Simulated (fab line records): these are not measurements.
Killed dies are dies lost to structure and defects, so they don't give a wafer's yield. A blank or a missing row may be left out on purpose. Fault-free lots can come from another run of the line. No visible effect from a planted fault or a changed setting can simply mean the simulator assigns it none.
A struck lot beside a sound one | flow sky130 | 15 steps out of a route of 708
Sound: the wafers L739.2, L739.4, L739.5. Struck: wafers L754.1, L754.2, L754.6. The cause is named last.
For every step that has rows: the tool of each side, followed by ch and its chambers, followed by its first start. Under that, the readings that differ: sound wafers | struck wafers | difference of the means | sigmas: that difference in standard deviations of wafers without a fault.
alike: words and numbers the same on both sides, and readings whose means are apart by under 2 such deviations; not compared: readings that were withheld, readings missing a value for some wafer, numbers with overlapping values and no deviation given by the record, and bounds like >300 which may hide the same value.
A row with sigmas, a row that says differs or no value, or rows on one side alone: a step with any of these is where the two part. Numbers that don't overlap but have no deviation are shown without sigmas and don't part them. Lack of a reading on every wafer of one side parts them only where that side has two or more wafers.

first, 4 steps without rows for these wafers: SKY_LDD_N_SOFTBAKE_03 (time 60 s); SKY_LDD_N_EXPOSE_04 (exposes mask NTM, target cd 840 nm); SKY_LDD_N_PEB_05; SKY_LDD_N_DEVELOP_06 (develop time 60 s).
SKY_LDD_N_OVL_MEAS_07:
  struck on overlay-02, day 25 00:28; sound on overlay-02, day 19 23:01
  alike: LDD_N_OVL
then, 7 steps without rows for these wafers: SKY_LDD_N_IMPLANT_08; SKY_LDD_N_IMPLANT_09; SKY_LDD_N_IMPLANT_10; SKY_LDD_N_IMPLANT_11; SKY_LDD_N_IMPLANT_12; SKY_LDD_N_IMPLANT_13; SKY_LDD_N_IMPLANT_14.
SKY_LDD_N_IMPLANT_15:
  sound on implanter-03 ch 0, day 20 00:08; struck on implanter-01 ch 0, day 25 01:33
  reading                | sound                | struck               | difference | sigmas
  rotation_deg (degrees) | 270.05 269.93 269.95 | 438.06 438.08 438.00 | +168.07    | +99 or more
  alike: end_station_pressure_torr
SKY_LDD_N_STRIP_16: strips in O2/N2.
  sound on plasma_asher-03 ch 0,1, day 20 00:15; struck on plasma_asher-01 ch 0,1, day 25 01:42
  alike: drypump_motor_current_A, oes_product_au, strip_time_to_endpoint_s
  not compared: rf_hours_counter_h
-- the record jumps here: 25 days lie between the struck wafers' starts before and after (it left off in module LDD_N and takes up again in module PAD_OPEN, whose first step shown is number 708 of the route) --
SKY_PAD_OPEN_PROBE_99:
  struck on prober-01, day 50 13:20; sound on prober-01, day 47 13:02
  reading                                    | sound                | struck               | difference | sigmas
  model.etest.nfet_01v8_turned.vt_sat_v (V)  | 0.6471 0.6448 0.6472 | 0.6095 0.6102 0.6109 | -0.0362    |
  model.etest.nfet_01v8_swapped.vt_sat_v (V) | 0.6504 0.6551 0.6528 | 0.6418 0.6434 0.6438 | -0.0098    |
  model.etest.nfet_01v8_turned.vt_v (V)      | 0.7014 0.7001 0.7025 | 0.7233 0.7272 0.7301 | +0.0255    |
  alike: killed_at_M0_to_M3, killed_at_M4_up, killed_at_contacts, killed_at_front_end, killed_at_other, killed_dies, killed_open, killed_short

== WHERE THEY PART ==
SKY_LDD_N_IMPLANT_15 only, going by this record. Later steps at which nothing parts them and some readings are alike: SKY_LDD_N_STRIP_16, SKY_PAD_OPEN_PROBE_99.

WHY: whatever the simulator had introduced
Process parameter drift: implanter-01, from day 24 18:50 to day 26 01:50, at SKY_LDD_N_IMPLANT_15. A move of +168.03 in setting rotation_deg, from 270. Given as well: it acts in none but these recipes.
